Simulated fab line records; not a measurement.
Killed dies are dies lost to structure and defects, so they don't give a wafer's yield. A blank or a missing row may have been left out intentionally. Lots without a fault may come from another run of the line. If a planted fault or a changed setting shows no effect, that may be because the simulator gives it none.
Chamber matching -- flow gf180mcu -- GF_V5_CVD_02 on pecvd-01 has 3 sister chambers
The step deposits SiO2 from TEOS, target thk 1450 nm, time 163.28 s. 6 wafers are shown with their chamber, then 11 later ones without.

## EACH WAFER AND ITS CHAMBER
wafer,chamber,heater-power-w (W),susceptor-temp-C (C)
L083.5,2,610,399.84
L084.4,2,615,400.26
L089.6,1,786,400.14
L090.1,1,720,400.04
L090.4,0,819,399.90
L091.2,0,842,399.44

## WAFERS WHOSE CHAMBER IS MISSING
wafer,heater-power-w (W),susceptor-temp-C (C)
L091.5,791,399.76
L091.6,708,400.22
L094.1,829,400.09
L094.5,799,400.28
L094.6,700,400.42
L097.2,861,399.61
L097.3,814,400.21
L097.6,693,399.60
L096.3,818,399.92
L096.4,677,400.14
L096.5,586,400.13

## EACH ONE'S CHAMBER
wafer,from the rows above,in truth
L091.5,can't be placed: 0 or 1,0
L091.6,can't be placed: 1 or 2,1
L094.1,can't be placed: 0 or 1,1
L094.5,can't be placed: 1 or 0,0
L094.6,can't be placed: 1 or 2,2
L097.2,0,0
L097.3,can't be placed: 0 or 1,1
L097.6,can't be placed: 1 or 2 or 0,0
L096.3,can't be placed: 0 or 1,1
L096.4,can't be placed: 2 or 1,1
L096.5,2,2
Correctly placed: 2 of 11. These rows do not allow placing 9 (true chamber among the candidates in 9). Placed wrongly: 0.
How it was worked out, from the rows above alone: a wafer's distance from a chamber is the root of the sum, over the readings, of the square of ((its reading less the chamber's mean) divided by the reading's scatter). If the next closest chamber is less than 2 further off than the closest, the wafer can't be placed; otherwise it belongs to the closest. Each chamber's mean is taken over the wafers shown for it. The scatter: the root of (the sum of the squares of (reading less its chamber's mean) over the shown wafers, divided by (wafers less chambers)).
